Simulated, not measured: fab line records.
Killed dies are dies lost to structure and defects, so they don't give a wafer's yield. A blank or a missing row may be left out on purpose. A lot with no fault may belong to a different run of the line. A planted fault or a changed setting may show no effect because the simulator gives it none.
Comparing a struck lot with a sound one :: flow sky130 :: 30 out of 708 route steps
Sound: the wafers L494.2, L494.3, L494.5. Struck: wafers L498.3, L498.4, L498.6. The cause is given at the end.
For every step that has rows: the tool of each side, followed by ch and its chambers, followed by its first start. Under that, the readings that differ: sound wafers :: struck wafers :: difference of the means :: sigmas: that difference in standard deviations of wafers without a fault.
alike: words and numbers the same on both sides, and readings whose means are apart by under 2 such deviations; not compared: readings that were withheld, readings missing a value for some wafer, numbers with overlapping values and no deviation given by the record, and bounds like >300 which may hide the same value.
A row with sigmas, a row that says differs or no value, or rows on one side alone: a step with any of these is where the two part. Numbers that don't overlap but have no deviation are shown without sigmas and don't part them. Lack of a reading on every wafer of one side parts them only where that side has two or more wafers.

SKY_PWDE_STRIP_09: strips in O2/N2.
  sound on plasma-asher-03 ch 0,1, day 4 13:23; struck on plasma-asher-03 ch 0,1, day 5 14:13
  alike: drypump-motor-current-A, oes-product-au, strip-time-to-endpoint-s
  not compared: rf-hours-counter-h
SKY_PWDE_TW_MEAS_10:
  struck on film-metro-02, day 5 14:19; sound on film-metro-01, day 4 13:30
reading: PWDE_TW
sound: 373.4 373.2 371.6
struck: 379.3 379.1 380.3
difference: +6.8
sigmas: +3
then, 7 steps without rows for these wafers: SKY_NWELL_DEHYDRATE_03 (time 60 s); SKY_NWELL_HMDS_04 (prime time 60 s); SKY_NWELL_COAT_05 (resist thk 3000 nm); SKY_NWELL_SOFTBAKE_06; SKY_NWELL_EXPOSE_07 (exposes mask NWM, target cd 840 nm); SKY_NWELL_PEB_08; SKY_NWELL_DEVELOP_09 (develop time 60 s).
SKY_NWELL_OVL_MEAS_10:
  struck on overlay-02, day 6 08:20; sound on overlay-02, day 5 07:19
  alike: NWELL_00_OVL
then, 2 steps without rows for these wafers: SKY_NWELL_IMPLANT_11; SKY_NWELL_IMPLANT_12.
SKY_NWELL_IMPLANT_13:
  sound on implanter-03 ch 0, day 5 07:40; struck on implanter-03 ch 0, day 6 08:43
reading: dose-ions-cm2
sound: 7.004e+11 6.987e+11 6.997e+11
struck: 8.22e+10 8.18e+10 8.1e+10
difference: -6.18e+11
sigmas: -99 or more

reading: faraday-current-uA
sound: 4.02 4.07 4.01
struck: 0.45 0.47 0.46
difference: -3.57
sigmas: -48
SKY_NWELL_STRIP_14: strips in O2/N2.
  sound on plasma-asher-01 ch 0, day 5 07:47; struck on plasma-asher-01 ch 0,1, day 6 08:50
  alike: drypump-motor-current-A, oes-product-au, strip-time-to-endpoint-s
  not compared: rf-hours-counter-h
SKY_NWELL_TW_MEAS_15:
  struck on film-metro-03, day 6 08:56; sound on film-metro-03, day 5 07:54
  alike: NWELL_TW
then, 7 steps without rows for these wafers: SKY_NWELL_DEHYDRATE_16 (time 60 s); SKY_NWELL_HMDS_17 (prime time 60 s); SKY_NWELL_COAT_18 (resist thk 3000 nm); SKY_NWELL_SOFTBAKE_19; SKY_NWELL_EXPOSE_20 (exposes mask NWM COMPLEMENT, target cd 840 nm); SKY_NWELL_PEB_21; SKY_NWELL_DEVELOP_22 (develop time 60 s).
SKY_NWELL_OVL_MEAS_23:
  struck on overlay-02, day 7 04:05; sound on overlay-02, day 6 01:32
  alike: NWELL_01_OVL
after that, 1 step had no rows for these wafers: SKY_NWELL_IMPLANT_24.
SKY_NWELL_STRIP_25: strips in O2/N2.
  sound on plasma-asher-03 ch 0,1, day 6 01:43; struck on plasma-asher-01 ch 0,1, day 7 04:17
  alike: drypump-motor-current-A, oes-product-au, strip-time-to-endpoint-s
  not compared: rf-hours-counter-h
SKY_NWELL_TW_MEAS_26:
  struck on film-metro-02, day 7 04:23; sound on film-metro-02, day 6 01:49
  alike: NWELL_2_TW
then, 1 step without rows for these wafers: SKY_NWELL_CLEAN_27 (cleans in SC1/SC2, time 150 s).
SKY_NWELL_RTA_28: time 30 s.
  sound on rtp-anneal-01 ch 0, day 6 01:56; struck on rtp-anneal-01 ch 0, day 7 04:30
  alike: lamp-power-pct, wafer_temp_C_max
SKY_NWELL_RS_MEAS_29: the measuring method here is four-point-probe.
  struck on film-metro-03, day 7 04:37; sound on film-metro-01, day 6 02:02
reading: NWELL_RS (ohm/sq)
sound: 622.6 623.7 624.5
struck: 645.9 647.0 645.0
difference: +22.4
sigmas: +15
-- the record jumps here: 41 days lie between the struck wafers' starts before and after (it left off in module NWELL and takes up again in module PAD_OPEN, whose first step shown is number 708 of the route) --
SKY_PAD_OPEN_PROBE_99:
  struck on prober-01, day 47 19:49; sound on prober-01, day 46 13:10
reading: killed-at-front-end
sound: 20 16 23
struck: 10 13 11
difference: -8
sigmas: -2

reading: model.etest.nfet_16v.r-on-ohm-um
sound: 1.43e+04 1.415e+04 1.442e+04
struck: 1.493e+04 1.494e+04 1.494e+04
difference: +6.467e+02
sigmas: 

reading: model.etest.pfet_16v.r-on-ohm-um
sound: 1.497e+04 1.492e+04 1.503e+04
struck: 1.445e+04 1.454e+04 1.464e+04
difference: -4.300e+02
sigmas: 

reading: model.etest.pfet-g5v0d10v5.r-on-ohm-um
sound: 4751 4723 4821
struck: 4348 4420 4374
difference: -384
sigmas: 

reading: model.etest.tip-p.rs-ohm-sq
sound: 6930 6957 6912
struck: 6636 6692 6641
difference: -277
sigmas: 

reading: model.etest.pfet_01v8.r-on-ohm-um
sound: 2969 2945 2987
struck: 2833 2844 2771
difference: -151
sigmas: 

reading: model.etest.tip_p_5v.rs-ohm-sq
sound: 2841 2874 2859
struck: 2762 2731 2757
difference: -108
sigmas: 

reading: model.etest.pfet-g5v0d10v5.drive-ua-um
sound: 338.7 345.6 334.4
struck: 377.4 376.8 375.2
difference: +36.9
sigmas: 

reading: model.etest.pfet_01v8_lvt.drive-ua-um
sound: 171.5 172.3 170
struck: 198.4 198.6 200.3
difference: +27.8
sigmas: 
  alike: killed_at_M0_to_M3, killed_at_M4_up, killed-at-contacts, killed-at-other, killed-dies, killed-open, killed-short

WHERE THEY PART
Earliest at SKY_PWDE_TW_MEAS_10; latest, in this record, at SKY_PAD_OPEN_PROBE_99.

WHY: the cause the simulator had injected
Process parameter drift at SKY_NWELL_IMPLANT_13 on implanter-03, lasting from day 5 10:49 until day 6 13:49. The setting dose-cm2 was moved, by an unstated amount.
